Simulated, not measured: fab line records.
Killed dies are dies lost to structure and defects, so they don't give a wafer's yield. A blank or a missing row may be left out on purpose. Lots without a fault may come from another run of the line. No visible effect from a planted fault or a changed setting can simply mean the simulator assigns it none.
Chamber matching || flow sky130 || 4 sister chambers for SKY_FIELD_ISO_CMP_27 on cmp-02
The step polishes, stops on Si3N4, t overpolish 16 s, target thk 457.8 nm. 8 wafers are shown with their chamber, then 6 later ones without.

WAFERS WITH THEIR CHAMBER
{"wafer": "L901.1", "chamber": 2, "motor current A (A)": 11.4, "time to endpoint s (s)": 113}
{"wafer": "L902.2", "chamber": 3, "motor current A (A)": 10.8, "time to endpoint s (s)": 114}
{"wafer": "L902.4", "chamber": 1, "motor current A (A)": 12.5, "time to endpoint s (s)": 112}
{"wafer": "L903.1", "chamber": 0, "motor current A (A)": 9.4, "time to endpoint s (s)": 114}
{"wafer": "L903.4", "chamber": 3, "motor current A (A)": 12.1, "time to endpoint s (s)": 115}
{"wafer": "L903.5", "chamber": 1, "motor current A (A)": 13.3, "time to endpoint s (s)": 113}
{"wafer": "L907.1", "chamber": 0, "motor current A (A)": 9.7, "time to endpoint s (s)": 110}
{"wafer": "L907.2", "chamber": 2, "motor current A (A)": 11.3, "time to endpoint s (s)": 116}

WAFERS WITH NO CHAMBER GIVEN
{"wafer": "L907.3", "motor current A (A)": 12.0, "time to endpoint s (s)": 120}
{"wafer": "L909.2", "motor current A (A)": 12.0, "time to endpoint s (s)": 119}
{"wafer": "L909.4", "motor current A (A)": 9.1, "time to endpoint s (s)": 114}
{"wafer": "L909.5", "motor current A (A)": 11.4, "time to endpoint s (s)": 120}
{"wafer": "L912.5", "motor current A (A)": 10.8, "time to endpoint s (s)": 110}
{"wafer": "L914.6", "motor current A (A)": 13.2, "time to endpoint s (s)": 110}

EACH ONE'S CHAMBER
{"wafer": "L907.3", "from the rows above": "can't be placed: 3 or 2 or 1", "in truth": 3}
{"wafer": "L909.2", "from the rows above": "can't be placed: 3 or 2 or 1", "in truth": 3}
{"wafer": "L909.4", "from the rows above": 0, "in truth": 0}
{"wafer": "L909.5", "from the rows above": "can't be placed: 2 or 3 or 1", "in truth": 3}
{"wafer": "L912.5", "from the rows above": "can't be placed: 0 or 2 or 3 or 1", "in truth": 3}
{"wafer": "L914.6", "from the rows above": 1, "in truth": 1}
Correct placement for 2 of the 6. Unplaceable from these rows: 4, with the true chamber sitting among the candidates in 4. Number placed wrongly: 0.
How it was worked out, from the rows above alone: a wafer's distance from a chamber is the root of the sum, over the readings, of the square of ((its reading less the chamber's mean) divided by the reading's scatter). If the next closest chamber is less than 2 further off than the closest, the wafer can't be placed; otherwise it belongs to the closest. The mean given for a chamber averages the wafers shown for that chamber. The scatter is the square root of a quotient: the sum, over the shown wafers, of each reading's squared deviation from its chamber's mean, divided by wafers minus chambers.
